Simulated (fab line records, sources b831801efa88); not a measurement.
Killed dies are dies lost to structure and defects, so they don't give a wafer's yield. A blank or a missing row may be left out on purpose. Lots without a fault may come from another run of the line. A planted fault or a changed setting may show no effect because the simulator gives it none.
fab line records | flow sky130
record lots=6 wafers=18 last_day=50
route steps=708 shown METAL1@434
lots that met no fault: from a run of the same line without faults
start_h: hours from the record's first day to the start of the lot's first wafer shown | wait_h: hours since the lot's step before | " the same as in the row above | L1.1+2: a row that stands for several wafers | - no value, or no start given | * or withheld: withheld | < > ~ a bound
route shown NAME@n: a module of which the file shows steps, and the number in the route of the first | usual: mean/standard deviation of fault-free wafers | same: alike in all rows | chamber/n: place in a boat | sites: the reading at each site | _std_site: their standard deviation | _edge_site: outer sites' mean less inner sites' | radius_mm: how far each site lies from the wafer's centre | mask NAME#n: copy n | behind: the tool/chamber that last shaped the wafer | hold: why the lot was held/for how many hours/how that ended | device: the transistor (n, p or np) that didn't switch | end of line: the same wafers' tests at the end of the route | a step without rows: its recipe alone | killed: dies lost to structure and defects at the first sort, not the wafer's yield | map: a wafer's dies, x killed, . not, _ none there
set.NAME: the setting as run; set.NAME@STEP: as run at that earlier step | model.NAME: the simulator's own value behind a step, which no gauge read
lots at some steps of the route; a table a step, a row a wafer
services: from which hour (start_h, from the record's first day; less than 0 if before it) a tool's chamber was out of use, for how many hours, and why
## steps
# step SKY_METAL1_SPUTTER_00
# recipe material=Ti target_thk_nm=15 power_w=3000 time_s=10 chamber_pressure_pa=0.4
# usual throttle_valve_pct=29.5/0.9
# columns lot.wafer tool chamber start_h wait_h throttle_valve_pct
L169.2 pvd_sputter-03 - 762.00 0.1 30.6
L169.4 " - " " 29.7
L169.5 " - " " 31.4
L170.1 pvd_sputter-04 - 769.46 0.2 29.5
L170.2 " - " " 29.1
L170.5 " - " " 29.2
L179.3 pvd_sputter-03 - 844.57 0.2 28.6
L179.4 " - " " 31.3
L179.6 " - " " 28.6
L181.1 pvd_sputter-04 - 860.87 0.2 29.9
L181.3 " - " " 29.2
L181.6 " - " " 28.8
L183.1 pvd_sputter-04 - 870.02 0.1 28.8
L183.5 " - " " 29.9
L183.6 " - " " 29.4
L188.1 pvd_sputter-02 - 901.55 0.1 29.6
L188.3 " - " " 29.1
L188.5 " - " " 29.5
# step SKY_METAL1_SPUTTER_01
# recipe material=TiN target_thk_nm=20 power_w=6500 time_s=16.7 chamber_pressure_pa=0.4
# usual throttle_valve_pct=29.4/0.88
# columns lot.wafer tool chamber start_h wait_h throttle_valve_pct
L169.2 pvd_sputter-03 - 762.02 0.0 30.1
L169.4 " - " " 29.6
L169.5 " - " " 31.3
L170.1 pvd_sputter-04 - 769.48 0.0 29.5
L170.2 " - " " 29.0
L170.5 " - " " 29.1
L179.3 pvd_sputter-03 - 844.59 0.0 28.5
L179.4 " - " " 31.4
L179.6 " - " " 28.7
L181.1 pvd_sputter-04 - 860.89 0.0 29.8
L181.3 " - " " 28.8
L181.6 " - " " 29.2
L183.1 pvd_sputter-04 - 870.05 0.0 28.9
L183.5 " - " " 29.9
L183.6 " - " " 29.0
L188.1 pvd_sputter-02 - 901.58 0.0 29.4
L188.3 " - " " 29.0
L188.5 " - " " 29.6
# step SKY_METAL1_SPUTTER_02
# recipe material=AlCu target_thk_nm=250 power_w=10600 time_s=13.3 chamber_pressure_pa=0.4
# usual throttle_valve_pct=29.5/0.88
# columns lot.wafer tool chamber start_h wait_h throttle_valve_pct
L169.2 pvd_sputter-03 - 762.05 0.0 30.4
L169.4 " - " " 29.6
L169.5 " - " " 31.4
L170.1 pvd_sputter-04 - 769.51 0.0 29.3
L170.2 " - " " 28.6
L170.5 " - " " 29.2
L179.3 pvd_sputter-03 - 844.62 0.0 29.1
L179.4 " - " " 31.6
L179.6 " - " " 28.6
L181.1 pvd_sputter-04 - 860.92 0.0 30.0
L181.3 " - " " 28.6
L181.6 " - " " 29.2
L183.1 pvd_sputter-04 - 870.07 0.0 28.7
L183.5 " - " " 30.2
L183.6 " - " " 29.4
L188.1 pvd_sputter-02 - 901.60 0.0 29.6
L188.3 " - " " 29.3
L188.5 " - " " 29.7
# step SKY_METAL1_SPUTTER_03
# recipe material=Ti target_thk_nm=5 power_w=3000 time_s=3.3 chamber_pressure_pa=0.4165
# usual throttle_valve_pct=29.5/0.89
# columns lot.wafer tool chamber start_h wait_h throttle_valve_pct
L169.2 pvd_sputter-03 - 762.07 0.0 30.6
L169.4 " - " " 29.7
L169.5 " - " " 31.5
L170.1 pvd_sputter-04 - 769.53 0.0 29.6
L170.2 " - " " 28.8
L170.5 " - " " 29.3
L179.3 pvd_sputter-03 - 844.64 0.0 28.4
L179.4 " - " " 31.1
L179.6 " - " " 28.7
L181.1 pvd_sputter-04 - 860.94 0.0 30.3
L181.3 " - " " 29.0
L181.6 " - " " 29.2
L183.1 pvd_sputter-04 - 870.10 0.0 28.8
L183.5 " - " " 30.0
L183.6 " - " " 29.1
L188.1 pvd_sputter-02 - 901.63 0.0 29.7
L188.3 " - " " 28.9
L188.5 " - " " 29.6
# step SKY_METAL1_SPUTTER_04
# recipe material=TiN target_thk_nm=70 power_w=6500 time_s=58.3 chamber_pressure_pa=0.4
# usual throttle_valve_pct=29.4/0.9
# columns lot.wafer tool chamber start_h wait_h throttle_valve_pct
L169.2 pvd_sputter-03 - 762.09 0.0 30.2
L169.4 " - " " 29.7
L169.5 " - " " 31.2
L170.1 pvd_sputter-04 - 769.55 0.0 30.0
L170.2 " - " " 28.7
L170.5 " - " " 28.9
L179.3 pvd_sputter-03 - 844.66 0.0 28.7
L179.4 " - " " 31.5
L179.6 " - " " 28.7
L181.1 pvd_sputter-04 - 860.96 0.0 30.2
L181.3 " - " " 29.1
L181.6 " - " " 29.0
L183.1 pvd_sputter-04 - 870.11 0.0 28.7
L183.5 " - " " 29.8
L183.6 " - " " 29.0
L188.1 pvd_sputter-02 - 901.64 0.0 29.6
L188.3 " - " " 29.3
L188.5 " - " " 29.7
# step SKY_METAL1_RS_MEAS_05
# recipe thk_meas_gauge=four-point-probe reads=TiN_of_METAL1_SPUTTER_04+Ti_of_METAL1_SPUTTER_03+AlCu_of_METAL1_SPUTTER_02+TiN_of_METAL1_SPUTTER_01+Ti_of_METAL1_SPUTTER_00
# usual METAL1_ALCU_RS=0.1267/0.0015
# columns lot.wafer tool chamber start_h wait_h METAL1_ALCU_RS[ohm/sq]
L169.2 film_metro-03 - 762.16 0.0 0.1268
L169.4 " - " " 0.1271
L169.5 " - " " 0.1286
L170.1 film_metro-02 - 769.60 0.0 0.1256
L170.2 " - " " 0.1247
L170.5 " - " " 0.1259
L179.3 film_metro-03 - 844.75 0.1 0.1242
L179.4 " - " " 0.1255
L179.6 " - " " 0.1253
L181.1 film_metro-03 - 861.01 0.0 0.1276
L181.3 " - " " 0.1265
L181.6 " - " " 0.1273
L183.1 film_metro-03 - 870.16 0.0 0.1251
L183.5 " - " " 0.1260
L183.6 " - " " 0.1263
L188.1 film_metro-02 - 901.69 0.0 0.1278
L188.3 " - " " 0.1271
L188.5 " - " " 0.1284
# step SKY_METAL1_THK_MEAS_06
# recipe thk_meas_gauge=xrf reads=AlCu_of_METAL1_SPUTTER_02
# usual METAL1_ALCU_THK=246/3.5
# columns lot.wafer tool chamber start_h wait_h METAL1_ALCU_THK[nm]
L169.2 film_metro-03 - 762.27 0.1 245
L169.4 " - " " 244
L169.5 " - " " 241
L170.1 film_metro-02 - 769.72 0.1 249
L170.2 " - " " 251
L170.5 " - " " 246
L179.3 film_metro-03 - 844.85 0.1 248
L179.4 " - " " 243
L179.6 " - " " 246
L181.1 film_metro-03 - 861.13 0.1 242
L181.3 " - " " 244
L181.6 " - " " 243
L183.1 film_metro-03 - 870.28 0.1 246
L183.5 " - " " 247
L183.6 " - " " 246
L188.1 film_metro-02 - 901.81 0.1 246
L188.3 " - " " 246
L188.5 " - " " 243
# step SKY_METAL1_DEHYDRATE_07
# recipe temp_c=200 time_s=60
# step SKY_METAL1_HMDS_08
# recipe prime_time_s=60 prime_temp_c=120
# step SKY_METAL1_COAT_09
# recipe resist=BARC temp_c=withheld time_s=withheld spin_rpm=3000 resist_thk_nm=60
# step SKY_METAL1_COAT_10
# recipe resist=KrF-thick spin_rpm=3000 resist_thk_nm=450
# step SKY_METAL1_SOFTBAKE_11
# recipe temp_c=100 time_s=90 resist=KrF-thick
# step SKY_METAL1_EXPOSE_12
# recipe mask_id=MM1 na=0.8 source_shape=annular sigma_inner=0.55 sigma_outer=0.85 target_cd_nm=140 dose_mj=28
# usual exposure_dose_mJ_cm2=27.94/0.031 focus_offset_nm=0.0/0.56
# columns lot.wafer tool chamber start_h wait_h mask exposure_dose_mJ_cm2 focus_offset_nm
L169.2 krf_scanner-01 - 776.18 - MM1#0 - -
L169.4 " - " " MM1#0 - -
L169.5 " - " " MM1#0 - -
L170.1 krf_scanner-02 - 782.73 - MM1#0 - -
L170.2 " - " " MM1#0 - -
L170.5 " - " " MM1#0 - -
L179.3 krf_scanner-01 0 857.84 - MM1#0 27.91 0.7
L179.4 " 0 " " MM1#0 27.90 0.2
L179.6 " 0 " " MM1#0 27.90 0.8
L181.1 krf_scanner-02 0 874.50 - MM1#0 27.95 0.6
L181.3 " 0 " " MM1#0 27.94 0.3
L181.6 " 0 " " MM1#0 27.97 0.6
L183.1 krf_scanner-02 0 883.59 - MM1#0 27.92 -0.6
L183.5 " 0 " " MM1#0 27.94 -0.4
L183.6 " 0 " " MM1#0 27.95 -0.9
L188.1 krf_scanner-02 0 914.50 - MM1#0 27.97 0.7
L188.3 " 0 " " MM1#0 27.98 -1.0
L188.5 " 0 " " MM1#0 27.99 -0.1
# step SKY_METAL1_PEB_13
# recipe peb_temp_c=withheld peb_time_s=withheld resist=KrF-thick
## services
# columns tool chamber start_h hours kind
pvd_sputter-02 - 739.33 5.9 repair
krf_scanner-01 0 742.01 - calibration
krf_scanner-01 - 755.38 1.0 pm
pvd_sputter-04 - 756.06 1.0 repair
krf_scanner-01 - 757.56 1.3 pm
pvd_sputter-04 - 769.78 1.7 repair
pvd_sputter-02 - 770.39 3.0 repair
krf_scanner-02 - 771.14 0.8 pm
krf_scanner-02 - 777.80 4.4 pm
krf_scanner-02 - 788.27 1.0 pm
pvd_sputter-04 - 798.26 5.9 repair
krf_scanner-02 - 809.53 1.3 pm
krf_scanner-01 - 810.83 0.8 pm
pvd_sputter-04 - 811.54 4.9 repair
pvd_sputter-04 - 816.81 1.2 repair
krf_scanner-01 - 824.80 0.3 repair
krf_scanner-01 - 835.28 0.6 repair
pvd_sputter-02 - 849.06 1.5 repair
pvd_sputter-04 - 851.12 7.5 repair
krf_scanner-01 - 869.26 7.4 repair
krf_scanner-02 - 882.67 0.6 repair
krf_scanner-02 0 889.21 - calibration
pvd_sputter-03 - 891.68 1.9 repair
krf_scanner-01 - 908.89 3.6 pm
## key
first_sign step=SKY_METAL1_EXPOSE_12 reading=tool_record direction=missing
effect none on later readings
met_at SKY_METAL1_EXPOSE_12
struck_wafers L169.2,L169.4,L169.5,L170.1,L170.2,L170.5
later_rows_left_out L169.2,L169.4,L169.5,L170.1,L170.2,L170.5
sort_left_out L169.2,L169.4,L169.5,L170.1,L170.2,L170.5
fault kind=skipped_step_whole tool=krf_scanner-01,krf_scanner-02 chamber=- onset_h=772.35 steps=SKY_METAL1_EXPOSE_12 scope=struck_lots_only
# sort_left_out: the simulated sort isn't trusted on such a fault, so these wafers' sort isn't shown, and their yield isn't known
# later_rows_left_out: the simulator's readings of these wafers behind a module that went badly wrong aren't trusted and aren't shown, but for the sort
